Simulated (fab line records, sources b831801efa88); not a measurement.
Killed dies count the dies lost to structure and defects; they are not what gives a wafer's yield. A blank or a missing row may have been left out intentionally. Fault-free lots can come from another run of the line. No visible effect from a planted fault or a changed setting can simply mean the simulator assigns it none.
Split-lot trial | flow gf180mcu | 5 lots, 23 wafers read, on a route of 602 steps

## ON THE SPLIT
At GF_TOP_METAL_DEVELOP_13 (develop time 60 s), the setting develop_time_s was moved away from the recipe's 60 s on 6 of the 23 wafers read, by -14.2% to +8.7%. The other wafers ran this setting at the recipe's value.

There is no step in the file separating the split from the reading.

## THE READING
cd_nm (nm) at GF_TOP_METAL_CD_MEAS_14, where the cd target is 440 nm. A value of 439.9 nm with a standard deviation of 2 nm is what fault-free wafers of this fab line usually give.

wafer  | tool, chamber at the split | develop_time_s as run, s | against the recipe | cd_nm, nm | against lot-mates on the recipe
L076.1 | litho_track-01, 0          | 60                       | recipe             | 442.8     | -
L076.4 | litho_track-01, 0          | 60                       | recipe             | 444.3     | -
L076.5 | litho_track-01, 0          | 60                       | recipe             | 440.1     | -
L077.1 | litho_track-03, 0          | 60                       | recipe             | 438.4     | -
L077.2 | litho_track-03, 0          | 65.22                    | +8.7%              | 429.1     | -10.2
L077.3 | litho_track-03, 0          | 60                       | recipe             | 440.2     | -
L077.5 | litho_track-03, 0          | 65.22                    | +8.7%              | 429.5     | -9.8
L077.6 | litho_track-03, 0          | 65.22                    | +8.7%              | 431.7     | -7.6
L081.1 | litho_track-04, 0          | 60                       | recipe             | 445.3     | -
L081.2 | litho_track-04, 0          | 51.49                    | -14.2%             | 460.4     | +18.0
L081.4 | litho_track-04, 0          | 51.49                    | -14.2%             | 461.1     | +18.8
L081.5 | litho_track-04, 0          | 60                       | recipe             | 439.4     | -
L081.6 | litho_track-04, 0          | 51.49                    | -14.2%             | 456.3     | +13.9
L082.1 | litho_track-01, 0          | 60                       | recipe             | 436.2     | -
L082.2 | litho_track-01, 0          | 60                       | recipe             | 436.1     | -
L082.3 | litho_track-01, 0          | 60                       | recipe             | 436.1     | -
L082.4 | litho_track-01, 0          | 60                       | recipe             | 437.2     | -
L082.5 | litho_track-01, 0          | 60                       | recipe             | 435.2     | -
L083.1 | litho_track-03, 0          | 60                       | recipe             | 441.0     | -
L083.2 | litho_track-03, 0          | 60                       | recipe             | 436.6     | -
L083.3 | litho_track-03, 0          | 60                       | recipe             | 440.2     | -
L083.4 | litho_track-03, 0          | 60                       | recipe             | 437.1     | -
L083.6 | litho_track-03, 0          | 60                       | recipe             | 436.2     | -

FIT RESULTS
A straight line over all 23 wafers: cd_nm changes by -1.31 nm for each +1% of develop_time_s; r = -0.94; the points scatter about the line by 3 nm.
The same after taking each lot's own level away (the mean of its wafers on the recipe; 23 wafers): -1.15 nm for each +1%; r = -0.97; scatter 1.8 nm.
On that fit, the largest move of develop_time_s shifts the reading by 16 nm.
The lots' own levels span 436.16 to 442.40 nm, that is 3.1 times the standard deviation above.
In other words, the slope is changed by the lot-to-lot level; the two fits disagree.
Check: with one of the wafers moved furthest among these (-14.2%) left out of the fit, the line predicts +16 nm for it against its lot-mates. It came out at +18 nm against them.

## OTHER SPLITS ON THESE WAFERS
Before the reading, these wafers also passed through other splits. Each is held against what the fit with the lots' levels taken away leaves over:
other split on the same wafers  | wafers away from the commonest value | r with cd_nm (lot level and that fit taken away)
GF_V5_CMP_04 leave_above_ref_nm | 11                                   | -0.02
GF_V5_SOFTBAKE_10 time_s        | 11                                   | +0.16
GF_V5_SPUTTER_22 power_w        | 9                                    | -0.15
GF_TOP_METAL_SPUTTER_00 time_s  | 4                                    | -0.03
GF_TOP_METAL_COAT_09 spin_rpm   | 6                                    | -0.56

## THE FILE'S OWN FIT
cd_nm changes by -1.15 nm for each +1% of develop_time_s, r = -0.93.
